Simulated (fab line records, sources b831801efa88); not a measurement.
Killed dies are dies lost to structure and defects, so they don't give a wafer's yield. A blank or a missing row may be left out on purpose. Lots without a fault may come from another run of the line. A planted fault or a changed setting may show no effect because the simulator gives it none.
Which tool did it? | flow sky130 | 7 lots, 21 wafers sampled, at 1 step of a route of 708

WHAT THE GAUGES READ, wafer by wafer
SKY_SD_N_CD_MEAS_07: target cd 380 nm.
lot  | measured     | on        | cd_nm (nm)
L258 | day 28 10:48 | cd_sem-02 | 380.3 382.9 382.0
L262 | day 30 08:55 | cd_sem-02 | 378.2 378.9 381.2
L264 | day 31 07:32 | cd_sem-02 | 380.7 380.8 383.7
L268 | day 32 01:47 | cd_sem-02 | 386.5 385.0 385.5
L274 | day 34 02:40 | cd_sem-02 | 377.1 378.6 378.1
L276 | day 34 13:53 | cd_sem-01 | 376.8 377.7 379.0
L278 | day 35 22:58 | cd_sem-02 | 377.6 376.7 376.5

WHICH TOOL RAN EACH LOT (tool, then ch and the chambers of the sampled wafers, then the start)
The record holds no process step before these readings.

THE ANSWER, worked out from the rows above alone
Rule: what is usual is taken from the lots themselves. Put in order of their means at a reading, lots are off if they are a third of the lots or fewer, leave a main group of 4 or more, and stand apart from it by a gap of 3 or more times the standard deviation of the main group's means; of several such gaps the widest counts. A main group whose means are all the same, to the digits that the tables above print for the reading, isn't used. A lot without any number at a reading at which 4 lots or more have one is off too. The other lots that the step has rows for count as sound.
No lot is off at any reading shown: from this, nothing can be told.

WHAT THE SIMULATOR HAD PUT IN
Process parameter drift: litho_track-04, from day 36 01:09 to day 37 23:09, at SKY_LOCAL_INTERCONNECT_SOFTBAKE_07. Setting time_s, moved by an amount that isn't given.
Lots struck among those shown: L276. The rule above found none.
